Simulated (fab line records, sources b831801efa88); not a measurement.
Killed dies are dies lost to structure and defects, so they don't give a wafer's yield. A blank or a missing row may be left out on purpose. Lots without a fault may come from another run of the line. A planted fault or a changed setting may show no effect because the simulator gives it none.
Problem report in the 8D (eight disciplines) form, filled by code | flow sky130 | the parts of the form that need people (team, actions taken, sign-off) are left out

1. THE PROBLEM
run_length_s at SKY_SONOS_TUNNEL_WET_ETCH_10 reads a mean of 126 s on 6 wafers of 2 lots; wafers without a fault read 310 s with a standard deviation of 3.7. That is -50 standard deviations from the usual mean.
The step: etches SiO2 in dHF, target depth 14 nm, time 280 s.
First seen on wafer L607.2, day 15 02:07, on wet_bench-03. The record holds 42 wafers of 14 lots with a number at this step. Rule for "out", or "out of limits": more than 4 standard deviations from the usual mean. The other wafers with a number count as sound.

2. WHAT IT IS AND WHAT IT IS NOT
question                    | is                     | is not
which readings at this step | run_length_s           | -
which lots                  | L607, L609             | L598, L600, L601, L606, L611, L612, L613, L614, L615, L616, L618, L619
which wafers of those lots  | all that have a number | -
read on which tools         | wet_bench-03           | wet_bench-02, wet_bench-04
when                        | from day 15 02:07      | up to then (12 sound wafers); but 24 sound wafers of L611, L612, L613, L614, L615, L616, L618, L619 came after

3. SUSPECTS, AND WHAT RULES EACH OUT
Counting: a tool at a process step up to the reading stays a suspect if it ran every lot that is out and no sound lot after the first of them.
- wet_bench-03 at SKY_SONOS_TUNNEL_WET_ETCH_10 (etches SiO2 in dHF, target depth 14 nm, time 280 s): kept. It ran every lot that is out, first L607 (day 15 02:07), and no sound lot after that; its last sound lot up to then is L606 (day 14 15:47). Its own readings are out on those wafers: run_length_s.
Left after counting: wet_bench-03 at SKY_SONOS_TUNNEL_WET_ETCH_10.

4. THE CAUSE (what the simulator had put in)
Process parameter drift: wet_bench-03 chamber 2, from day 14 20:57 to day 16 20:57, at SKY_SONOS_TUNNEL_WET_ETCH_10. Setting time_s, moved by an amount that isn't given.
Counting left only this tool.

5. THE CHAIN OF EFFECTS, in route order
Each row: a reading whose mean over the struck wafers that have a number lies more than 3 standard deviations from the usual. Only readings for which the record gives a usual standard deviation are gone through. hours: the time from each lot's start at the first step in this table that gives one to its start at this step, as a median over the lots. sigmas: the change in usual standard deviations.
hours | step                         | reading      | usual | on struck wafers | change | sigmas
0     | SKY_SONOS_TUNNEL_WET_ETCH_10 | run_length_s | 310 s | 126              | -184   | -50
The process steps in it:
- SKY_SONOS_TUNNEL_WET_ETCH_10: etches SiO2 in dHF, target depth 14 nm, time 280 s.

6. WHAT WOULD HAVE CAUGHT IT SOONER
In this record the first reading out of limits was taken at day 15 02:07, 5 hours after the fault began at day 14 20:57.
